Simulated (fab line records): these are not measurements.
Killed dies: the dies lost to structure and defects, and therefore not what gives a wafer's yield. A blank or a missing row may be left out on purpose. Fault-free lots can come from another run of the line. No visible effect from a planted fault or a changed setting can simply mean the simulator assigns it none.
What tool caused it? / flow gf180mcu / 10 lots, 30 wafers sampled, at 5 steps of a route of 602

WHAT THE GAUGES SHOWED, per wafer
GF_V3_OVL_MEAS_15.
lot=L120; measured=day 22 23:05; on=overlay-01; V3_OVL (nm)=8 1 6
lot=L123; measured=day 23 18:59; on=overlay-02; V3_OVL (nm)=-5 -5 -8
lot=L124; measured=day 24 08:19; on=overlay-01; V3_OVL (nm)=-2 -3 0
lot=L125; measured=day 24 17:50; on=overlay-01; V3_OVL (nm)=-7 -8 -5
lot=L127; measured=day 25 07:55; on=overlay-02; V3_OVL (nm)=-6 -8 -2
lot=L126; measured=day 25 09:45; on=overlay-01; V3_OVL (nm)=0 8 -3
lot=L129; measured=day 26 00:42; on=overlay-01; V3_OVL (nm)=-3 -4 -3
lot=L140; measured=day 29 01:47; on=overlay-01; V3_OVL (nm)=3 -2 -2
lot=L141; measured=day 29 08:58; on=overlay-02; V3_OVL (nm)=-5 -10 -8
lot=L142; measured=day 29 16:14; on=overlay-02; V3_OVL (nm)=-1 -6 -7

GF_V3_RS_MEAS_24: measures by four-point-probe.
lot=L120; measured=day 23 00:01; on=film metro-04; V3_W_RS (ohm/sq)=0.326 0.325 0.326
lot=L123; measured=day 23 19:55; on=film metro-01; V3_W_RS (ohm/sq)=0.325 0.324 0.323
lot=L124; measured=day 24 09:14; on=film metro-01; V3_W_RS (ohm/sq)=0.322 0.326 0.325
lot=L125; measured=day 24 18:49; on=film metro-01; V3_W_RS (ohm/sq)=0.334 0.333 0.328
lot=L127; measured=day 25 08:52; on=film metro-01; V3_W_RS (ohm/sq)=0.327 0.332 0.329
lot=L126; measured=day 25 10:44; on=film metro-04; V3_W_RS (ohm/sq)=0.334 0.330 0.551
lot=L129; measured=day 26 01:37; on=film metro-01; V3_W_RS (ohm/sq)=0.327 0.539 0.328
lot=L140; measured=day 29 02:41; on=film metro-02; V3_W_RS (ohm/sq)=0.326 0.339 0.327
lot=L141; measured=day 29 09:53; on=film metro-02; V3_W_RS (ohm/sq)=0.333 0.332 0.326
lot=L142; measured=day 29 17:12; on=film metro-01; V3_W_RS (ohm/sq)=0.327 0.329 0.330

GF_V3_THK_MEAS_25: measures by xrf.
lot=L120; measured=day 23 00:07; on=film metro-04; V3_W_THK (nm)=354 355 354
lot=L123; measured=day 23 20:02; on=film metro-01; V3_W_THK (nm)=354 352 357
lot=L124; measured=day 24 09:20; on=film metro-01; V3_W_THK (nm)=359 351 352
lot=L125; measured=day 24 18:55; on=film metro-01; V3_W_THK (nm)=343 342 351
lot=L127; measured=day 25 08:59; on=film metro-01; V3_W_THK (nm)=351 346 350
lot=L126; measured=day 25 10:51; on=film metro-04; V3_W_THK (nm)=342 345 211
lot=L129; measured=day 26 01:44; on=film metro-01; V3_W_THK (nm)=352 214 351
lot=L140; measured=day 29 02:49; on=film metro-02; V3_W_THK (nm)=355 342 353
lot=L141; measured=day 29 10:00; on=film metro-02; V3_W_THK (nm)=346 349 355
lot=L142; measured=day 29 17:18; on=film metro-01; V3_W_THK (nm)=350 350 349

TOOL THAT RAN EACH LOT (tool first, then ch and the chambers of the sampled wafers, then the start)
lot=L120; GF_M1_STRIP_17=plasma asher-04 ch 0, day 17 15:54; GF_V3_CVD_23=cvd w-02 ch 0,1, day 22 23:53
lot=L123; GF_M1_STRIP_17=plasma asher-01 ch 0,1, day 18 11:46; GF_V3_CVD_23=cvd w-01 ch 0,1, day 23 19:49
lot=L124; GF_M1_STRIP_17=plasma asher-02 ch 0,1, day 19 03:14; GF_V3_CVD_23=cvd w-01 ch 1, day 24 09:06
lot=L125; GF_M1_STRIP_17=plasma asher-01 ch 0,1, day 19 14:24; GF_V3_CVD_23=cvd w-02 ch 0, day 24 18:41
lot=L127; GF_M1_STRIP_17=plasma asher-01 ch 0,1, day 20 06:14; GF_V3_CVD_23=cvd w-02 ch 0,1, day 25 08:44
lot=L126; GF_M1_STRIP_17=plasma asher-02 ch 0,1, day 20 06:35; GF_V3_CVD_23=cvd w-02 ch 0,1, day 25 10:37
lot=L129; GF_M1_STRIP_17=plasma asher-04 ch 0,1, day 21 00:20; GF_V3_CVD_23=cvd w-02 ch 0,1, day 26 01:30
lot=L140; GF_M1_STRIP_17=plasma asher-04 ch 0,1, day 24 11:30; GF_V3_CVD_23=cvd w-02 ch 0,1, day 29 02:35
lot=L141; GF_M1_STRIP_17=plasma asher-02 ch 0,1, day 24 19:36; GF_V3_CVD_23=cvd w-02 ch 0,1, day 29 09:46
lot=L142; GF_M1_STRIP_17=plasma asher-04 ch 0,1, day 25 04:19; GF_V3_CVD_23=cvd w-01 ch 0,1, day 29 17:05
- GF_M1_STRIP_17: strips in O2/N2.
- GF_V3_CVD_23: deposits W, target thk 350 nm, time 104.9 s.

WHAT THE TOOLS THEMSELVES READ (means of the sampled wafers that have a number; where no wafer has one, the mark that the record gives instead)
GF_M1_STRIP_17.
lot=L120; tool=plasma asher-04; drypump motor current A (A)=5.4; heater power w (W)=285; oes product au (a.u.)=0.540; strip time to endpoint s (s)=7.36
lot=L123; tool=plasma asher-01; drypump motor current A (A)=5.4; heater power w (W)=333; oes product au (a.u.)=0.538; strip time to endpoint s (s)=7.45
lot=L124; tool=plasma asher-02; drypump motor current A (A)=5.9; heater power w (W)=360; oes product au (a.u.)=0.542; strip time to endpoint s (s)=7.44
lot=L125; tool=plasma asher-01; drypump motor current A (A)=5.4; heater power w (W)=343; oes product au (a.u.)=0.533; strip time to endpoint s (s)=7.43
lot=L127; tool=plasma asher-01; drypump motor current A (A)=5.5; heater power w (W)=347; oes product au (a.u.)=0.533; strip time to endpoint s (s)=7.35
lot=L126; tool=plasma asher-02; drypump motor current A (A)=6.1; heater power w (W)=382; oes product au (a.u.)=0.543; strip time to endpoint s (s)=7.42
lot=L129; tool=plasma asher-04; drypump motor current A (A)=5.3; heater power w (W)=284; oes product au (a.u.)=0.533; strip time to endpoint s (s)=7.33
lot=L140; tool=plasma asher-04; drypump motor current A (A)=5.4; heater power w (W)=288; oes product au (a.u.)=0.536; strip time to endpoint s (s)=7.41
lot=L141; tool=plasma asher-02; drypump motor current A (A)=6.1; heater power w (W)=382; oes product au (a.u.)=0.537; strip time to endpoint s (s)=7.35
lot=L142; tool=plasma asher-04; drypump motor current A (A)=5.4; heater power w (W)=282; oes product au (a.u.)=0.542; strip time to endpoint s (s)=7.41

GF_V3_CVD_23.
lot=L120; tool=cvd w-02; chamber pressure Torr (Torr)=39.94; heater power w (W)=951
lot=L123; tool=cvd w-01; chamber pressure Torr (Torr)=40.06; heater power w (W)=777
lot=L124; tool=cvd w-01; chamber pressure Torr (Torr)=40.05; heater power w (W)=781
lot=L125; tool=cvd w-02; chamber pressure Torr (Torr)=39.99; heater power w (W)=968
lot=L127; tool=cvd w-02; chamber pressure Torr (Torr)=39.99; heater power w (W)=916
lot=L126; tool=cvd w-02; chamber pressure Torr (Torr)=40.07; heater power w (W)=926
lot=L129; tool=cvd w-02; chamber pressure Torr (Torr)=40.04; heater power w (W)=944
lot=L140; tool=cvd w-02; chamber pressure Torr (Torr)=39.97; heater power w (W)=953
lot=L141; tool=cvd w-02; chamber pressure Torr (Torr)=39.88; heater power w (W)=937
lot=L142; tool=cvd w-01; chamber pressure Torr (Torr)=40.05; heater power w (W)=781

THE ANSWER, worked out from the rows above alone
Rule: the usual values come from the lots themselves. Put in order of their means at a reading, lots are off if they are a third of the lots or fewer, leave a main group of 4 or more, and stand apart from it by a gap of 3 or more times the standard deviation of the main group's means; of several such gaps the widest counts. A main group whose means are all the same, to the digits that the tables above print for the reading, isn't used. A lot without any number at a reading at which 4 lots or more have one is off too. All remaining lots with rows at the step are treated as sound. After the gauges, taken in route order, come the tools' own readings; for these a lot's mean is taken, as printed above. At the first step where some lot is off, the reading lying furthest off is the one used; lots without a number count as furthest.
Off: at GF_V3_RS_MEAS_24 (V3_W_RS), L126, L129. For the main group the mean is 0.328 ohm/sq and the standard deviation 0.0028.
If a tool, at a process step before that reading, ran all the lots that are off and no sound lot after the first of them, it fits. Gauges at GF_V3_RS_MEAS_24: tried the same way as those tools. Of those tried, none fits.

WHAT THE SIMULATOR HAD INSERTED
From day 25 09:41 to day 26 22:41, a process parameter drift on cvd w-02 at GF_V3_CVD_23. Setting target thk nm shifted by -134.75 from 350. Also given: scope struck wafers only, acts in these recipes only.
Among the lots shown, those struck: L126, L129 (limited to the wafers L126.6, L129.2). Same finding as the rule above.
